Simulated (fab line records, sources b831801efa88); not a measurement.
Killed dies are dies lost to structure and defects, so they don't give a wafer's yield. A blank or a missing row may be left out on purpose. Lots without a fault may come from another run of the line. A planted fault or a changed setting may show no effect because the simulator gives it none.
Which tool did it? | flow gf180mcu | 7 lots, 21 wafers sampled, at 2 steps of a route of 602

WHAT THE GAUGES READ, wafer by wafer
GF_M5_CD_MEAS_07: target cd 280 nm.
lot  | measured     | on        | cd_nm (nm)
L638 | day 26 20:37 | cd_sem-01 | 280.6 281.4 281.4
L642 | day 28 02:40 | cd_sem-02 | 281.0 280.9 280.9
L645 | day 29 00:34 | cd_sem-02 | 282.6 281.7 281.8
L646 | day 29 14:26 | cd_sem-02 | 281.6 279.2 279.6
L651 | day 30 18:14 | cd_sem-01 | 279.3 280.4 279.8
L653 | day 31 01:19 | cd_sem-01 | 281.6 281.7 281.5
L656 | day 32 01:42 | cd_sem-01 | 279.6 278.7 280.3

WHICH TOOL RAN EACH LOT (tool, then ch and the chambers of the sampled wafers, then the start)
lot  | GF_CONTACT_SPUTTER_23
L638 | pvd_sputter-01, day 16 16:59
L642 | pvd_sputter-02, day 18 02:56
L645 | pvd_sputter-02, day 19 04:23
L646 | pvd_sputter-02, day 19 22:43
L651 | pvd_sputter-04, day 21 09:52
L653 | pvd_sputter-02, day 21 22:38
L656 | pvd_sputter-02, day 23 04:57
- GF_CONTACT_SPUTTER_23: material TiN, target thk 10 nm, time 40 s.

THE ANSWER, worked out from the rows above alone
Rule: what is usual is taken from the lots themselves. Put in order of their means at a reading, lots are off if they are a third of the lots or fewer, leave a main group of 4 or more, and stand apart from it by a gap of 3 or more times the standard deviation of the main group's means; of several such gaps the widest counts. A main group whose means are all the same, to the digits that the tables above print for the reading, isn't used. A lot without any number at a reading at which 4 lots or more have one is off too. The other lots that the step has rows for count as sound.
No lot is off at any reading shown: from this, nothing can be told.

WHAT THE SIMULATOR HAD PUT IN
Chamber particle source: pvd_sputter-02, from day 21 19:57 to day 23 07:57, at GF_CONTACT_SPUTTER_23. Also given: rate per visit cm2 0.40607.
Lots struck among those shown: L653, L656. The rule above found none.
